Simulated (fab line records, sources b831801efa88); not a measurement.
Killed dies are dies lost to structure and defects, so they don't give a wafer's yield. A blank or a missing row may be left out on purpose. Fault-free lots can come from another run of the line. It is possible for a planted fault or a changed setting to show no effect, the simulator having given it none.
Split-lot trial + flow sfqLine + 5 lots, 23 wafers read, on a route of 325 steps

ABOUT THE SPLIT
At SFQ_TRILAYER_L0_VIA_LITHO_PEB_016 (peb time 60 s), the setting pebTempC was moved away from the recipe's 115 C on 8 of the 23 wafers read, by -1.6% to +1.7%. This setting was run at the recipe's value on the other wafers.

SPLIT TO READING: what lies between them in the file, 1 step
- SFQ_TRILAYER_L0_VIA_LITHO_DEVELOP_015: time 60 s

THE READING
L0V.cdNm (the simulator's own value, which no gauge read), in nm, at SFQ_TRILAYER_L0_VIA_BARC_OPEN_VIA_ETCH_021 (etches BARC in O2, target depth 125 nm, time 41.7 s). No usual value for it is given in the file. Across the 15 wafers here that went through the recipe, the average is 699.8 nm and the standard deviation 1.3 nm.

| wafer  | tool, chamber at the split | pebTempC as run, C | against the recipe | L0V.cdNm, nm | against lot-mates on the recipe |
|--------|----------------------------|--------------------|--------------------|--------------|---------------------------------|
| L075.2 | lithoTrack-04, 0           | 115                | recipe             | 699.1        | -                               |
| L075.3 | lithoTrack-04, 0           | 115                | recipe             | 699.5        | -                               |
| L075.4 | lithoTrack-04, 0           | 115                | recipe             | 699.5        | -                               |
| L075.5 | lithoTrack-04, 0           | 115                | recipe             | 699.3        | -                               |
| L075.6 | lithoTrack-04, 0           | 115                | recipe             | 699.7        | -                               |
| L077.1 | lithoTrack-01, 0           | 115                | recipe             | 703.2        | -                               |
| L077.2 | lithoTrack-01, 0           | 115                | recipe             | 701.4        | -                               |
| L077.4 | lithoTrack-01, 0           | 113.2              | -1.6%              | 668.3        | -34.0                           |
| L077.6 | lithoTrack-01, 0           | 113.2              | -1.6%              | 668.3        | -34.0                           |
| L077.5 | lithoTrack-01, 0           | 113.2              | -1.6%              | 666.8        | -35.5                           |
| L079.1 | lithoTrack-04, 0           | 115                | recipe             | 701.2        | -                               |
| L079.4 | lithoTrack-04, 0           | 115                | recipe             | 700          | -                               |
| L079.6 | lithoTrack-04, 0           | 115                | recipe             | 700.7        | -                               |
| L080.1 | lithoTrack-04, 0           | 113.2              | -1.6%              | 662.9        | -35.6                           |
| L080.2 | lithoTrack-04, 0           | 115                | recipe             | 698.3        | -                               |
| L080.3 | lithoTrack-04, 0           | 115                | recipe             | 699.1        | -                               |
| L080.5 | lithoTrack-04, 0           | 115                | recipe             | 698.1        | -                               |
| L080.6 | lithoTrack-04, 0           | 113.2              | -1.6%              | 662.6        | -35.9                           |
| L084.1 | lithoTrack-01, 0           | 115                | recipe             | 698.9        | -                               |
| L084.2 | lithoTrack-01, 0           | 116.9              | +1.7%              | 731.8        | +32.6                           |
| L084.3 | lithoTrack-01, 0           | 116.9              | +1.7%              | 731.3        | +32.1                           |
| L084.5 | lithoTrack-01, 0           | 116.9              | +1.7%              | 731          | +31.8                           |
| L084.6 | lithoTrack-01, 0           | 115                | recipe             | 699.5        | -                               |

THE FIT
A straight line over all 23 wafers: L0V.cdNm changes by +20.6 nm for each +1% of pebTempC; r = +1.00; the points scatter about the line by 2 nm.
The same after taking each lot's own level away (the mean of its wafers on the recipe; 23 wafers): +21.1 nm for each +1%; r = +1.00; scatter 1.3 nm.
The reading moves by 35 nm for the largest change in pebTempC, on that fit.
Measured against the standard deviation above, the lots' own levels, which go from 698.50 to 702.30 nm, span 3.0 times it.
Consequently the slope shifts little with the lot-to-lot level, the two slopes agreeing.
Check: +34.4 nm against its lot-mates is what the line predicts for one of the wafers moved furthest among these (+1.7%) when that wafer is left out of the fit. Against them it came out at +32.6 nm.

OTHER SPLITS APPLIED TO THESE WAFERS
Note: prior to the reading, these wafers also went through further splits. Each is held against what the fit with the lots' levels taken away leaves over:
| other split on the same wafers         | wafers away from the commonest value | r with L0V.cdNm (lot level and that fit taken away) |
|----------------------------------------|--------------------------------------|-----------------------------------------------------|
| SFQ_TRILAYER_L0_LITHO_COAT_005 spinRpm | 8                                    | +0.09                                               |
| SFQ_TRILAYER_L0_LITHO_PEB_008 pebTimeS | 11                                   | -0.02                                               |
| SFQ_TRILAYER_L0_CAP_PECVD_011 timeS    | 5                                    | +0.28                                               |

THE FILE'S OWN FIT
L0V.cdNm changes by +21.4 nm for each +1% of pebTempC, r = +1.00.
